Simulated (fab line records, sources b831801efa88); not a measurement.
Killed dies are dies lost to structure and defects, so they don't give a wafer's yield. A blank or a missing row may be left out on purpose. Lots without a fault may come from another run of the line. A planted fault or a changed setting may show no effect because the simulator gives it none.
fab line records | flow sky130
record lots=6 wafers=18 last_day=49
route steps=708 shown METAL1@454 VIA1@458 PAD_OPEN@708
lots that met no fault: from a run of the same line without faults
start_h: hours from the record's first day to the start of the lot's first wafer shown | wait_h: hours since the lot's step before | " the same as in the row above | L1.1+2: a row that stands for several wafers | - no value, or no start given | * or withheld: withheld | < > ~ a bound
route shown NAME@n: a module of which the file shows steps, and the number in the route of the first | usual: mean/standard deviation of fault-free wafers | same: alike in all rows | chamber/n: place in a boat | sites: the reading at each site | _std_site: their standard deviation | _edge_site: outer sites' mean less inner sites' | radius_mm: how far each site lies from the wafer's centre | mask NAME#n: copy n | behind: the tool/chamber that last shaped the wafer | hold: why the lot was held/for how many hours/how that ended | device: the transistor (n, p or np) that didn't switch | end of line: the same wafers' tests at the end of the route | a step without rows: its recipe alone | killed: dies lost to structure and defects at the first sort, not the wafer's yield | map: a wafer's dies, x killed, . not, _ none there
set.NAME: the setting as run; set.NAME@STEP: as run at that earlier step | model.NAME: the simulator's own value behind a step, which no gauge read
lots at some steps of the route; a table a step, a row a wafer
services: from which hour (start_h, from the record's first day; less than 0 if before it) a tool's chamber was out of use, for how many hours, and why
## steps
# step SKY_METAL1_STRIP_20
# recipe chemistry=O2/N2 power_w=1400 pressure_mtorr=1500 platen_temp_c=withheld o2_flow_sccm=3000 n2_flow_sccm=300 overash_fraction=0.5
# usual drypump_motor_current_A=5.28/0.26 oes_product_au=0.343/0.0056 strip_time_to_endpoint_s=2.70/0.071
# columns lot.wafer tool chamber start_h wait_h drypump_motor_current_A oes_product_au rf_hours_counter_h strip_time_to_endpoint_s
L965.3 plasma_asher-01 0 802.80 0.1 5.51 0.343 - 2.64
L965.4 " 1 " " 5.01 0.341 - 2.64
L965.6 " 0 " " 5.53 0.334 - 2.64
L966.2 plasma_asher-02 1 865.43 0.1 4.93 0.344 46 2.61
L966.3 " 1 " " 4.93 0.337 - 2.60
L966.5 " 0 " " 5.51 0.341 - 2.60
L969.2 plasma_asher-02 0 870.26 0.1 5.49 0.332 47 2.62
L969.4 " 0 " " 5.49 0.331 - 2.64
L969.6 " 0 " " 5.52 0.331 - 2.61
L977.2 plasma_asher-02 1 886.30 0.1 4.95 0.342 49 2.61
L977.4 " 1 " " 4.94 0.340 - 2.60
L977.6 " 1 " " 4.93 0.341 - 2.63
L980.1 plasma_asher-03 0 904.65 0.1 5.54 0.342 16 2.64
L980.3 " 1 " " 5.28 0.333 - 2.61
L980.6 " 1 " " 5.26 0.342 - 2.66
L981.2 plasma_asher-01 0 910.65 0.1 5.53 0.358 77 2.79
L981.4 " 0 " " 5.53 0.356 - 2.77
L981.6 " 0 " " 5.57 0.348 - 2.77
# step SKY_METAL1_STRIP_21
# recipe chemistry=post_etch_residue_remover time_s=1200 temp_c=72.5
# step SKY_METAL1_CLEAN_22
# recipe chemistry=IPA time_s=180 temp_c=25
# step SKY_METAL1_CLEAN_23
# recipe chemistry=O3/DIW dry=n2_spin
# step SKY_VIA1_HDPCVD_00
# recipe material=SiO2 target_thk_nm=1030 sigma_open_frac=0.3 time_s=171.7 temp_c=400 sih4_flow_sccm=60 pressure_mtorr=6
# step SKY_VIA1_THK_MEAS_01
# recipe reads=SiO2_of_VIA1_HDPCVD_00
# usual VIA1_HDPCVD_THK=1021/10
# columns lot.wafer tool chamber start_h wait_h VIA1_HDPCVD_THK[nm]
L965.3 film_metro-03 - 803.49 0.1 1025
L965.4 " - " " 1015
L965.6 " - " " 1025
L966.2 film_metro-01 - 866.14 0.1 1010
L966.3 " - " " 1007
L966.5 " - " " 1009
L969.2 film_metro-03 - 871.03 0.1 1029
L969.4 " - " " 1008
L969.6 " - " " 1018
L977.2 film_metro-01 - 887.02 0.1 1018
L977.4 " - " " 1030
L977.6 " - " " 1014
L980.1 film_metro-04 - 905.37 0.1 1002
L980.3 " - " " 1008
L980.6 " - " " 997
L981.2 film_metro-01 - 911.37 0.1 1035
L981.4 " - " " 1037
L981.6 " - " " 1030
# step SKY_VIA1_CMP_02
# recipe material=SiO2 down_force_psi=4 platen_rpm=58.99 pad_velocity_m_s=0.94248
# usual motor_current_A=11.6/0.74 platen_rpm=58.99/0.04
# columns lot.wafer tool chamber start_h wait_h motor_current_A platen_rpm
L965.4 cmp-02 1 803.58 0.1 11.5 58.97
L965.3 " 3 " " 11.5 58.95
L965.6 " 0 " " 11.8 59.01
L966.2 cmp-01 1 866.29 0.1 12.9 59.04
L966.3 " 2 " " 11.8 58.92
L966.5 " 0 " " 11.7 58.99
L969.4 cmp-01 1 871.08 0.0 13.1 59.01
L969.2 " 2 " " 11.2 59.03
L969.6 " 1 " " 12.8 59.02
L977.2 cmp-02 0 887.12 0.1 12.4 59.06
L977.4 " 2 " " 10.4 59.02
L977.6 " 0 " " 12.3 59.01
L980.1 cmp-01 1 905.43 0.1 12.6 59.00
L980.3 " 2 " " 10.6 58.98
L980.6 " 1 " " 12.0 58.95
L981.4 cmp-02 3 911.47 0.1 11.2 58.97
L981.2 " 0 " " 12.1 58.97
L981.6 " 3 " " 10.8 59.01
# step SKY_VIA1_BOW_MEAS_03
# recipe mode=bow
# usual VIA1_BOW=80/7.1
# columns lot.wafer tool chamber start_h wait_h VIA1_BOW[um]
L965.3 film_metro-04 - 803.87 0.1 89
L965.4 " - " " 71
L965.6 " - " " 89
L966.2 film_metro-04 - 866.51 0.2 93
L966.3 " - " " 67
L966.5 " - " " 90
L969.2 film_metro-01 - 871.40 0.2 79
L969.4 " - " " 90
L969.6 " - " " 78
L977.2 film_metro-03 - 887.39 0.2 86
L977.4 " - " " 81
L977.6 " - " " 88
L980.1 film_metro-01 - 905.73 0.2 86
L980.3 " - " " 96
L980.6 " - " " 87
L981.2 film_metro-04 - 911.74 0.2 67
L981.4 " - " " 79
L981.6 " - " " 66
# step SKY_VIA1_DEHYDRATE_04
# recipe temp_c=200 time_s=60
# step SKY_VIA1_HMDS_05
# recipe prime_time_s=60 prime_temp_c=120
# step SKY_VIA1_COAT_06
# recipe resist=BARC temp_c=withheld time_s=withheld spin_rpm=3000 resist_thk_nm=60
# step SKY_VIA1_COAT_07
# recipe resist=KrF-thick spin_rpm=3000 resist_thk_nm=450
# step SKY_VIA1_SOFTBAKE_08
# recipe temp_c=100 time_s=90 resist=KrF-thick
# usual heater_power_total_W=57.36/0.12 plate_temp_C=99.97/0.13 run_length_s=119.06/0.13
# columns lot.wafer tool chamber start_h wait_h heater_power_total_W plate_temp_C run_length_s
L965.3 litho_track-03 0 816 - 57.34 99.71 118.95
L965.4 " 0 " " 57.28 99.79 119.11
L965.6 " 0 " " 57.17 99.69 118.92
L966.2 litho_track-01 0 878 - 57.22 100.00 119.08
L966.3 " 0 " " 57.19 99.82 119.07
L966.5 " 0 " " 57.25 100.01 119.08
L969.2 litho_track-01 0 884 - 59.34 - 110.20
L969.4 " 0 " " 59.32 - 110.18
L969.6 " 0 " " 59.24 - 110.16
L977.2 litho_track-01 0 899 - 59.41 - 110.13
L977.4 " 0 900 - 59.39 - 110.17
L977.6 " 0 " " 59.41 - 110.07
L980.1 litho_track-03 0 919 - 57.38 99.99 119.21
L980.3 " 0 " " 57.29 100.11 119.02
L980.6 " 0 " " 57.47 100.00 119.11
L981.2 litho_track-03 0 924 - 57.45 100.13 118.93
L981.4 " 0 " " 57.14 99.95 118.93
L981.6 " 0 925 - 57.33 99.84 118.90
# step SKY_VIA1_EXPOSE_09
# recipe mask_id=VIM na=0.8 source_shape=annular sigma_inner=0.55 sigma_outer=0.85 target_cd_nm=150 dose_mj=38
# step SKY_PAD_OPEN_PROBE_99
# usual defect_limited_yield=82.5/2 killed_at_M0_to_M3=43/7.3 killed_at_M4_up=3.5/2.2 killed_at_contacts=24/5.3 killed_at_front_end=15/4.2 killed_at_other=0.3/0.67 killed_dies=86/9.8 killed_open=47/7.2 killed_short=39/6.5
# same gross_dies=492 killed_at_back_side=0
# columns lot.wafer tool chamber start_h wait_h defect_limited_yield[%] killed_at_M0_to_M3 killed_at_M4_up killed_at_contacts killed_at_front_end killed_at_other killed_dies killed_open killed_short
L965.3 prober-01 - 1104.50 0.2 80.9 56 3 24 9 2 94 54 39
L965.4 prober-01 - 1104.55 0.2 82.9 42 5 18 19 0 84 49 33
L965.6 prober-01 - 1104.65 0.2 81.5 45 1 25 20 0 91 46 44
L966.2 prober-01 - 1152.66 0.1 82.3 38 2 29 18 0 87 45 42
L966.3 prober-01 - 1152.71 0.2 81.7 36 4 31 19 0 90 49 40
L966.5 prober-01 - 1152.81 0.2 81.9 41 2 32 14 0 89 45 44
L969.2 prober-01 - 1158.66 0.1 83.1 39 7 26 11 0 83 51 32
L969.4 prober-01 - 1158.76 0.2 83.3 50 2 22 8 0 82 38 44
L969.6 prober-01 - 1158.86 0.2 83.1 45 2 25 11 0 83 37 46
L977.2 prober-02 - 1169.95 0.1 81.3 44 6 19 23 0 92 51 41
L977.4 prober-02 - 1170.05 0.2 84.8 41 2 22 10 0 75 38 37
L977.6 prober-02 - 1170.15 0.2 84.8 37 3 23 12 0 75 46 29
L980.1 prober-01 - 1181.26 0.1 80.1 56 2 23 16 1 98 57 41
L980.3 prober-01 - 1181.36 0.2 81.9 49 2 25 13 0 89 57 30
L980.6 prober-01 - 1181.51 0.2 81.1 48 7 22 16 0 93 43 50
L981.2 prober-02 - 1184.42 0.1 79.7 58 3 18 21 0 100 53 47
L981.4 prober-02 - 1184.52 0.2 79.7 49 1 25 25 0 100 57 43
L981.6 prober-02 - 1184.62 0.2 82.5 42 3 24 17 0 86 46 39
# killed by level:class
L965.3 VIA2:geometric_particle:open=17 VIA1:geometric_particle:open=12 CONTACT:geometric_particle:open=9 CONTACT:geometric_particle:short=6 LOCAL_INTERCONNECT:geometric_particle:short=5 VIA3:geometric_particle:short=5 METAL2:geometric_particle:open=4 VIA3:geometric_particle:open=4
L965.4 VIA1:geometric_particle:open=11 CONTACT:geometric_particle:open=8 VIA2:geometric_particle:open=7 FIELD_ISO:geometric_particle:open=6 METAL2:geometric_particle:short=6 VIA3:geometric_particle:open=5 POLY_GATE:geometric_particle:open=5 CONTACT:geometric_particle:short=5
L965.6 VIA3:geometric_particle:open=12 VIA1:geometric_particle:open=8 CONTACT:geometric_particle:open=8 LOCAL_INTERCONNECT:geometric_particle:short=6 LI_CONTACT:geometric_particle:short=5 CONTACT:geometric_particle:short=5 METAL2:geometric_particle:short=5 FIELD_ISO:geometric_particle:open=4
L966.2 VIA2:geometric_particle:open=11 CONTACT:geometric_particle:short=9 LI_CONTACT:geometric_particle:open=7 CONTACT:geometric_particle:open=7 VIA1:geometric_particle:open=7 FIELD_ISO:geometric_particle:open=6 FIELD_ISO:geometric_particle:short=5 METAL1:geometric_particle:short=5
L966.3 CONTACT:geometric_particle:open=12 VIA1:geometric_particle:open=12 LOCAL_INTERCONNECT:geometric_particle:short=9 FIELD_ISO:geometric_particle:short=7 LI_CONTACT:geometric_particle:open=6 VIA3:geometric_particle:open=6 VIA1:geometric_particle:short=5 POLY_GATE:geometric_particle:short=4
L966.5 VIA1:geometric_particle:open=13 CONTACT:geometric_particle:open=11 LOCAL_INTERCONNECT:geometric_particle:short=10 VIA2:geometric_particle:open=7 POLY_GATE:geometric_particle:short=5 CONTACT:geometric_particle:short=4 LI_CONTACT:geometric_particle:open=4 METAL2:geometric_particle:short=4
L969.2 LI_CONTACT:geometric_particle:open=11 CONTACT:geometric_particle:open=8 METAL1:geometric_particle:short=8 VIA1:geometric_particle:open=6 VIA3:geometric_particle:open=5 METAL1:geometric_particle:open=4 POLY_GATE:geometric_particle:open=3 LI_CONTACT:geometric_particle:short=3
L969.4 VIA1:geometric_particle:open=10 METAL2:geometric_particle:short=9 METAL1:geometric_particle:short=7 VIA3:geometric_particle:open=7 LI_CONTACT:geometric_particle:short=6 LOCAL_INTERCONNECT:geometric_particle:short=6 VIA1:geometric_particle:short=5 VIA2:geometric_particle:open=5
L969.6 VIA1:geometric_particle:open=11 METAL1:geometric_particle:short=9 LOCAL_INTERCONNECT:geometric_particle:short=7 LI_CONTACT:geometric_particle:short=5 CONTACT:geometric_particle:open=5 VIA1:geometric_particle:short=5 METAL2:geometric_particle:short=5 FIELD_ISO:geometric_particle:open=4
L977.2 VIA1:geometric_particle:open=12 VIA2:geometric_particle:open=7 FIELD_ISO:geometric_particle:short=6 LI_CONTACT:geometric_particle:open=6 METAL3:geometric_particle:short=6 VIA3:geometric_particle:open=6 POLY_GATE:geometric_particle:open=5 METAL1:geometric_particle:short=5
L977.4 CONTACT:geometric_particle:open=11 VIA1:geometric_particle:open=8 LOCAL_INTERCONNECT:geometric_particle:short=5 VIA1:geometric_particle:short=5 VIA2:geometric_particle:open=5 METAL2:geometric_particle:short=4 VIA2:geometric_particle:short=4 METAL3:geometric_particle:short=4
L977.6 VIA1:geometric_particle:open=14 CONTACT:geometric_particle:open=9 LI_CONTACT:geometric_particle:open=6 POLY_GATE:geometric_particle:open=5 METAL1:geometric_particle:short=5 CONTACT:geometric_particle:short=4 VIA2:geometric_particle:open=4 POLY_GATE:geometric_particle:short=3
L980.1 VIA1:geometric_particle:open=15 CONTACT:geometric_particle:open=10 METAL2:geometric_particle:short=9 VIA3:geometric_particle:open=9 VIA2:geometric_particle:open=8 FIELD_ISO:geometric_particle:short=6 VIA1:geometric_particle:short=5 LI_CONTACT:geometric_particle:open=4
L980.3 VIA1:geometric_particle:open=13 VIA2:geometric_particle:open=11 CONTACT:geometric_particle:open=9 LI_CONTACT:geometric_particle:open=6 METAL1:geometric_particle:short=6 METAL2:geometric_particle:short=6 VIA3:geometric_particle:open=5 LOCAL_INTERCONNECT:geometric_particle:short=4
L980.6 VIA1:geometric_particle:open=12 METAL2:geometric_particle:short=7 VIA1:geometric_particle:short=7 LI_CONTACT:geometric_particle:open=7 VIA2:geometric_particle:open=5 LOCAL_INTERCONNECT:geometric_particle:short=5 METAL1:geometric_particle:short=5 POLY_GATE:geometric_particle:open=4
L981.2 VIA1:geometric_particle:open=17 METAL1:geometric_particle:short=10 CONTACT:geometric_particle:open=8 VIA3:geometric_particle:open=7 FIELD_ISO:geometric_particle:short=6 POLY_GATE:geometric_particle:open=5 CONTACT:geometric_particle:short=5 VIA1:geometric_particle:short=5
L981.4 VIA1:geometric_particle:open=9 VIA2:geometric_particle:open=9 CONTACT:geometric_particle:open=8 VIA1:geometric_particle:short=8 VIA3:geometric_particle:open=8 FIELD_ISO:geometric_particle:open=7 LI_CONTACT:geometric_particle:open=7 FIELD_ISO:geometric_particle:short=5
L981.6 VIA1:geometric_particle:open=10 LI_CONTACT:geometric_particle:open=8 LOCAL_INTERCONNECT:geometric_particle:short=6 VIA1:geometric_particle:short=6 VIA3:geometric_particle:open=6 VIA2:geometric_particle:open=5 POLY_GATE:geometric_particle:open=4 FIELD_ISO:geometric_particle:short=4
## services
# columns tool chamber start_h hours kind
cmp-01 - 784.29 2.1 repair
cmp-01 - 803.91 3.7 repair
cmp-02 - 805.37 0.3 repair
cmp-01 - 825.16 14.5 repair
cmp-01 - 825.52 4.3 repair
plasma_asher-03 - 833.43 8.4 repair
plasma_asher-01 - 865.53 14.6 pm
cmp-01 - 867.25 2.5 repair
cmp-02 - 879.76 5.4 pm
cmp-02 - 893.88 2.5 repair
cmp-02 - 906.78 0.3 repair
cmp-02 - 912.17 4.0 pm
cmp-02 - 916.17 - consumable_replace:conditioner
cmp-02 - 916.17 - consumable_replace:pad
cmp-01 - 919.87 3.5 pm
## key
first_sign step=SKY_VIA1_SOFTBAKE_08 reading=run_length_s direction=down sigmas=71 usual=* struck=*
effect step=SKY_VIA1_SOFTBAKE_08 reading=heater_power_total_W direction=up sigmas=17 usual=* struck=*
met_at SKY_VIA1_SOFTBAKE_08
struck_wafers L969.2,L969.4,L969.6,L977.2,L977.4,L977.6
onset_between 878 884
fault kind=process_parameter_drift tool=litho_track-01 chamber=- onset_h=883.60 steps=SKY_VIA1_SOFTBAKE_08 channel=time_s offset=* shape=step end_h=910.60 acts_in=* stated=*
